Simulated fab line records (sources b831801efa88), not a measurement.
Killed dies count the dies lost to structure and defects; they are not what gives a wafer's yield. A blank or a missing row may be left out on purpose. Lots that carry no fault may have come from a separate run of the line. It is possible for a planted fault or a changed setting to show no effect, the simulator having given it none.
fab line records	flow sky130
[record] lots = 15	wafers = 45	last_day = 50
route steps=708 shown NWELL@34 DNWELL@39 VT_ADJUST_LVTN@106
lots that met no fault: taken from a fault-free run of the same line
start_h: hours from the record's opening day to when the first of the lot's shown wafers began	wait_h: hours elapsed since this lot's preceding step	" as in the row above	L1.1+2: several wafers, shown together as one row	- no value, or no start was given	* or withheld: withheld	< > ~ a bound
route shown NAME@n: names a module that has steps shown in the file, with the first one's number in the route	usual: mean and standard deviation over wafers with no fault	same: alike in all rows	chamber/n: place in a boat	sites: readings site by site	_std_site: standard deviation across them	_edge_site: outer sites' mean less inner sites'	radius_mm: how far each site lies from the wafer's centre	mask NAME#n: copy n	behind: the last tool/chamber to shape the wafer	hold: cause of the lot's hold/its duration in hours/its outcome	device: names the non-switching transistor (n, p or np)	end of line: at the end of the route, the tests of the same wafers	a step with no rows: only its recipe	killed: not the wafer's yield, but the dies lost to structure and defects at the first sort	map: per-die view of a wafer (x killed, . not killed, _ where there is no die)
set.NAME: the setting as run; set.NAME@STEP: as run at that earlier step	model.NAME: the simulator's own value behind a step, which no gauge read
route steps across a sampled set of lots; one table per step, one row per wafer
services: the hour from which a tool's chamber was out of use, counted from the record's first day as start_h (under 0 if before that day), plus the number of hours and why
[[steps]]
[step SKY_NWELL_THK_MEAS_02]
[recipe] reads = SiO2_of_NWELL_OXIDATION_01
[usual] NWELL_OXIDATION_THK = 10.05/0.15
lot.wafer	tool	chamber	start_h	wait_h	NWELL_OXIDATION_THK[nm]
L958.2	film_metro-04	-	40.05	0.0	10.16
L958.3	"	-	"	"	10.01
L958.4	"	-	"	"	9.96
L959.3	film_metro-04	-	45.86	0.0	10.02
L959.5	"	-	"	"	10.02
L959.6	"	-	"	"	10.00
L960.1	film_metro-01	-	52.95	0.0	10.02
L960.2	"	-	"	"	10.09
L960.3	"	-	"	"	9.83
L964.1	film_metro-04	-	71.01	0.0	10.24
L964.3	"	-	"	"	10.16
L964.5	"	-	"	"	10.25
L965.3	film_metro-02	-	86.33	0.0	9.90
L965.4	"	-	"	"	10.10
L965.6	"	-	"	"	10.12
L966.1	film_metro-04	-	95.66	0.0	10.27
L966.4	"	-	"	"	10.18
L966.5	"	-	"	"	10.19
L967.4	film_metro-01	-	95.69	0.0	10.08
L967.5	"	-	"	"	9.95
L967.6	"	-	"	"	9.92
L970.1	film_metro-01	-	104.20	0.0	9.93
L970.3	"	-	"	"	9.85
L970.4	"	-	"	"	10.01
L971.1	film_metro-04	-	120.72	0.0	10.20
L971.2	"	-	"	"	10.46
L971.5	"	-	"	"	10.23
L972.3	film_metro-02	-	120.74	0.0	10.18
L972.5	"	-	"	"	10.19
L972.6	"	-	"	"	10.24
L976.4	film_metro-04	-	137.51	0.0	10.08
L976.5	"	-	"	"	10.20
L976.6	"	-	"	"	9.93
L979.1	film_metro-02	-	147.76	0.0	9.94
L979.2	"	-	"	"	9.73
L979.5	"	-	"	"	9.82
L978.3	film_metro-01	-	147.78	0.0	9.86
L978.4	"	-	"	"	10.04
L978.5	"	-	"	"	9.97
L980.1	film_metro-02	-	156.09	0.0	9.81
L980.3	"	-	"	"	9.94
L980.4	"	-	"	"	9.81
L981.1	film_metro-02	-	156.27	0.0	9.95
L981.3	"	-	"	"	9.78
L981.4	"	-	"	"	9.86
[step SKY_DNWELL_EXPOSE_04]
[recipe] mask_id = DNM	na = 0.57	target_cd_nm = 3000	dose_mj = 222
[usual] exposure_dose_mJ_cm2 = 221.99/0.23	focus_offset_nm = 0.2/0.48	stage_vel_mm_s = 499.97/0.28
lot.wafer	tool	chamber	start_h	wait_h	mask	exposure_dose_mJ_cm2	focus_offset_nm	stage_vel_mm_s
L958.2	iline_stepper-01	0	47.26	-	DNM#0	221.80	-0.2	500.00
L958.3	"	0	"	"	DNM#0	221.56	0.2	500.37
L958.4	"	0	"	"	DNM#0	221.89	-0.4	499.74
L959.3	iline_stepper-02	0	53.22	-	DNM#0	221.90	0.4	500.14
L959.5	"	0	"	"	DNM#0	222.32	-0.7	500.04
L959.6	"	0	"	"	DNM#0	221.85	-0.5	500.15
L960.1	iline_stepper-01	0	60.84	-	DNM#0	222.02	0.0	500.02
L960.2	"	0	"	"	DNM#0	222.05	-0.4	499.77
L960.3	"	0	"	"	DNM#0	221.73	0.8	499.84
L964.1	iline_stepper-02	0	79.57	-	DNM#0	222.15	0.2	500.37
L964.3	"	0	"	"	DNM#0	222.12	-0.2	500.11
L964.5	"	0	"	"	DNM#0	222.07	0.1	500.04
L965.3	iline_stepper-01	-	94.38	-	DNM#0	-	-	-
L965.4	"	-	"	"	DNM#0	-	-	-
L965.6	"	-	"	"	DNM#0	-	-	-
L966.1	iline_stepper-02	-	103.94	-	DNM#0	-	-	-
L966.4	"	-	"	"	DNM#0	-	-	-
L966.5	"	-	"	"	DNM#0	-	-	-
L967.4	iline_stepper-01	-	104.24	-	DNM#0	-	-	-
L967.5	"	-	"	"	DNM#0	-	-	-
L967.6	"	-	"	"	DNM#0	-	-	-
L970.1	iline_stepper-01	0	113.53	-	DNM#0	221.71	0.3	500.01
L970.3	"	0	"	"	DNM#0	221.97	-0.3	499.97
L970.4	"	0	"	"	DNM#0	221.71	0.4	499.78
L972.3	iline_stepper-01	0	129.43	-	DNM#0	221.92	-0.2	499.94
L972.5	"	0	"	"	DNM#0	222.36	-0.3	499.56
L972.6	"	0	"	"	DNM#0	221.87	-0.4	499.71
L971.1	iline_stepper-01	0	129.61	-	DNM#0	221.72	0.9	499.70
L971.2	"	0	"	"	DNM#0	221.52	0.3	500.05
L971.5	"	0	"	"	DNM#0	222.01	0.5	499.65
L976.4	iline_stepper-01	0	146.62	-	DNM#0	222.20	0.5	500.14
L976.5	"	0	"	"	DNM#0	222.00	-0.3	500.24
L976.6	"	0	"	"	DNM#0	222.09	-0.2	500.50
L978.3	iline_stepper-01	0	158.05	-	DNM#0	221.95	0.2	500.04
L978.4	"	0	"	"	DNM#0	221.60	0.2	500.41
L978.5	"	0	"	"	DNM#0	221.85	0.0	500.30
L979.1	iline_stepper-02	0	158.25	-	DNM#0	222.00	-0.2	500.01
L979.2	"	0	"	"	DNM#0	221.97	0.0	499.97
L979.5	"	0	"	"	DNM#0	221.97	-0.3	499.98
L980.1	iline_stepper-01	0	166.09	-	DNM#0	221.95	0.8	499.84
L980.3	"	0	"	"	DNM#0	221.77	0.0	499.99
L980.4	"	0	"	"	DNM#0	221.68	0.3	500.28
L981.1	iline_stepper-01	0	166.21	-	DNM#0	222.06	0.0	499.97
L981.3	"	0	"	"	DNM#0	222.22	0.3	499.79
L981.4	"	0	"	"	DNM#0	222.42	-0.6	499.63
[step SKY_DNWELL_TW_MEAS_09]
[usual] DNWELL_TW = 1111/8.6
lot.wafer	tool	chamber	start_h	wait_h	hold	DNWELL_TW
L958.2	film_metro-01	-	54.33	0.1	-	1122
L958.3	"	-	"	"	-	1116
L958.4	"	-	"	"	-	1124
L959.3	film_metro-04	-	60.91	0.1	-	1123
L959.5	"	-	"	"	-	1122
L959.6	"	-	"	"	-	1121
L960.1	film_metro-02	-	68.86	0.1	-	1110
L960.2	"	-	"	"	-	1110
L960.3	"	-	"	"	-	1103
L964.1	film_metro-02	-	87.74	0.1	-	1105
L964.3	"	-	"	"	-	1109
L964.5	"	-	"	"	-	1103
L965.3	film_metro-04	-	102.58	0.1	await_dispo/0.2h/release	30
L965.4	"	-	"	"	await_dispo/0.2h/release	30
L965.6	"	-	"	"	await_dispo/0.2h/release	30
L965.3	film_metro-04	-	102.88	0.3	-	30
L965.4	"	-	"	"	-	30
L965.6	"	-	"	"	-	30
L966.1	film_metro-04	-	112.27	0.1	await_dispo/0.2h/release	30
L966.4	"	-	"	"	await_dispo/0.2h/release	30
L966.5	"	-	"	"	await_dispo/0.2h/release	30
L966.1	film_metro-04	-	112.50	0.2	-	30
L966.4	"	-	"	"	-	30
L966.5	"	-	"	"	-	30
L967.4	film_metro-02	-	113.42	0.1	await_dispo/0.2h/release	30
L967.5	"	-	"	"	await_dispo/0.2h/release	30
L967.6	"	-	"	"	await_dispo/0.2h/release	30
L967.4	film_metro-02	-	113.64	0.2	-	30
L967.5	"	-	"	"	-	30
L967.6	"	-	"	"	-	30
L970.1	film_metro-04	-	122.11	0.1	-	1103
L970.3	"	-	"	"	-	1105
L970.4	"	-	"	"	-	1106
L972.3	film_metro-01	-	138.24	0.1	-	1105
L972.5	"	-	"	"	-	1106
L972.6	"	-	"	"	-	1116
L971.1	film_metro-01	-	138.39	0.1	-	1116
L971.2	"	-	"	"	-	1110
L971.5	"	-	"	"	-	1109
L976.4	film_metro-01	-	156.40	0.1	-	1112
L976.5	"	-	"	"	-	1112
L976.6	"	-	"	"	-	1113
L978.3	film_metro-01	-	168.06	0.1	-	1117
L978.4	"	-	"	"	-	1119
L978.5	"	-	"	"	-	1119
L979.1	film_metro-04	-	168.39	0.1	-	1109
L979.2	"	-	"	"	-	1106
L979.5	"	-	"	"	-	1104
L980.1	film_metro-02	-	176.36	0.1	-	1107
L980.3	"	-	"	"	-	1103
L980.4	"	-	"	"	-	1100
L981.1	film_metro-01	-	176.42	0.1	-	1124
L981.3	"	-	"	"	-	1124
L981.4	"	-	"	"	-	1121
[step SKY_NWELL_OVL_MEAS_23]
[usual] NWELL_01_OVL = 0.1/1.3
lot.wafer	tool	chamber	start_h	wait_h	NWELL_01_OVL[nm]
L958.2	overlay-01	-	103.02	-	2.0
L958.3	"	-	"	"	2.3
L958.4	"	-	"	"	0.0
L959.3	overlay-01	-	109.98	-	-0.2
L959.5	"	-	"	"	0.9
L959.6	"	-	"	"	1.1
L960.1	overlay-01	-	118.96	-	-0.7
L960.2	"	-	"	"	0.2
L960.3	"	-	"	"	0.0
L964.1	overlay-01	-	138.55	-	0.1
L964.3	"	-	"	"	0.6
L964.5	"	-	"	"	-0.7
L970.1	overlay-02	-	180.70	-	0.2
L970.3	"	-	"	"	1.5
L970.4	"	-	"	"	1.5
L972.3	overlay-01	-	198.07	-	0.9
L972.5	"	-	"	"	-0.1
L972.6	"	-	"	"	1.8
L971.1	overlay-02	-	198.85	-	-2.1
L971.2	"	-	"	"	-0.7
L971.5	"	-	"	"	-1.8
L976.4	overlay-02	-	218.89	-	-0.2
L976.5	"	-	"	"	-1.5
L976.6	"	-	"	"	1.2
L978.3	overlay-02	-	231.51	-	1.9
L978.4	"	-	"	"	0.9
L978.5	"	-	"	"	1.3
L979.1	overlay-01	-	231.71	-	1.8
L979.2	"	-	"	"	1.0
L979.5	"	-	"	"	1.4
L980.1	overlay-01	-	241.32	-	0.6
L980.3	"	-	"	"	0.1
L980.4	"	-	"	"	1.6
L981.1	overlay-02	-	241.46	-	0.7
L981.3	"	-	"	"	1.3
L981.4	"	-	"	"	-1.1
[step SKY_VT_ADJUST_LVTN_STRIP_09]
[recipe] chemistry = O2/N2	power_w = 1400	pressure_mtorr = 1500	platen_temp_c = withheld	o2_flow_sccm = 3000	n2_flow_sccm = 300	overash_fraction = 0.5
[usual] drypump_motor_current_A = 5.6/0.42	o2_flow_sccm = 2998/8.9	oes_product_au = 0.722/0.0046	strip_time_to_endpoint_s = 36.91/0.11
lot.wafer	tool	chamber	start_h	wait_h	drypump_motor_current_A	o2_flow_sccm	oes_product_au	rf_hours_counter_h	strip_time_to_endpoint_s
L958.2	plasma_asher-04	0	138.67	0.1	6.3	2998	0.722	46	36.92
L958.3	"	1	"	"	5.0	3005	0.733	-	37.00
L958.4	"	0	"	"	6.2	3001	0.727	-	36.83
L959.3	plasma_asher-02	0	145.98	0.1	5.7	2976	0.726	-	36.87
L959.5	"	1	"	"	5.4	3005	0.724	-	36.89
L959.6	"	0	"	"	5.7	2997	0.729	-	36.88
L960.1	plasma_asher-04	1	155.77	0.1	5.0	3008	0.722	48	36.92
L960.2	"	0	"	"	6.2	3010	0.726	48	36.95
L960.3	"	1	"	"	5.0	3000	0.719	-	36.88
L964.1	plasma_asher-04	1	179.56	0.1	5.0	3016	0.725	50	36.80
L964.3	"	0	"	"	6.2	3004	0.725	-	36.77
L964.5	"	1	"	"	5.0	2997	0.718	-	36.70
L970.1	plasma_asher-02	0	224.60	0.1	5.7	2998	0.719	55	36.84
L970.3	"	0	"	"	5.7	3016	0.724	-	36.77
L970.4	"	1	"	"	5.4	3004	0.724	-	36.81
L972.3	plasma_asher-01	1	242.68	0.1	5.7	2997	0.712	-	36.88
L972.5	"	0	"	"	5.4	2986	0.719	-	36.87
L972.6	"	1	"	"	5.7	2999	0.717	-	36.81
L971.1	plasma_asher-01	0	245.00	0.1	5.4	2992	0.716	11	36.75
L971.2	"	1	"	"	5.7	3001	0.717	11	36.83
L971.5	"	1	"	"	5.7	2987	0.726	-	36.62
L976.4	plasma_asher-04	1	265.08	0.1	5.0	3012	0.719	-	36.72
L976.5	"	1	"	"	5.0	3011	0.726	-	36.87
L976.6	"	0	"	"	6.2	3002	0.722	-	36.82
L978.3	plasma_asher-01	1	279.76	0.1	5.7	2996	0.726	-	37.15
L978.4	"	0	"	"	5.3	2983	0.719	-	37.11
L978.5	"	0	"	"	5.4	2991	0.723	-	37.11
L979.1	plasma_asher-04	0	279.80	0.1	6.3	3002	0.726	60	36.88
L979.2	"	1	"	"	5.0	3000	0.724	60	37.00
L979.5	"	1	"	"	5.0	2979	0.716	-	37.05
L980.1	plasma_asher-01	1	289.77	0.1	5.7	2999	0.727	16	36.89
L980.3	"	0	"	"	5.4	2992	0.723	-	36.96
L980.4	"	1	"	"	5.7	3016	0.719	-	36.81
L981.1	plasma_asher-02	1	289.90	0.1	5.4	3006	0.720	61	36.75
L981.3	"	1	"	"	5.4	3005	0.724	-	36.73
L981.4	"	0	"	"	5.7	2993	0.721	-	36.68
[[services]]
tool	chamber	start_h	hours	kind
iline_stepper-01	-	33.21	0.9	repair
plasma_asher-04	-	80.81	2.8	pm
iline_stepper-01	-	82.28	4.4	pm
plasma_asher-04	-	88.59	0.4	repair
plasma_asher-01	-	108.75	9.0	pm
plasma_asher-01	0	108.75	9.7	vent_cycle
plasma_asher-01	1	108.75	9.7	vent_cycle
plasma_asher-01	-	114.63	3.8	repair
plasma_asher-01	0	117.75	-	clean
plasma_asher-01	1	117.75	-	clean
iline_stepper-01	-	117.78	1.7	pm
iline_stepper-02	0	145.77	-	calibration
iline_stepper-01	0	165.87	-	calibration
iline_stepper-02	-	170.95	1.7	pm
plasma_asher-02	-	229.67	0.4	repair
plasma_asher-01	-	239.68	2.9	repair
iline_stepper-02	-	261.93	18.6	repair
plasma_asher-02	-	275.73	4.3	pm
plasma_asher-02	-	280.06	2.8	pm
[[key]]
[first_sign] step = SKY_DNWELL_EXPOSE_04	reading = tool_record	direction = missing
[effect] step = SKY_DNWELL_TW_MEAS_09	reading = visit	direction = added
[effect] step = SKY_DNWELL_TW_MEAS_09	reading = DNWELL_TW	direction = down	sigmas = 99+	usual = 1111	struck = 30
met_at SKY_DNWELL_EXPOSE_04
struck_lots L965,L966,L967
scrapped_behind SKY_DNWELL_TW_MEAS_09 L965.3,L965.4,L965.6,L966.1,L966.4,L966.5,L967.4,L967.5,L967.6
not_acting_at SKY_NWELL_THK_MEAS_02,SKY_NWELL_OVL_MEAS_23,SKY_VT_ADJUST_LVTN_STRIP_09
onset_between 79.57 94.38
[fault] kind = skipped_step_whole	tool = iline_stepper-01,iline_stepper-02	chamber = -	onset_h = 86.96	steps = SKY_DNWELL_EXPOSE_04	scope = struck_lots_only
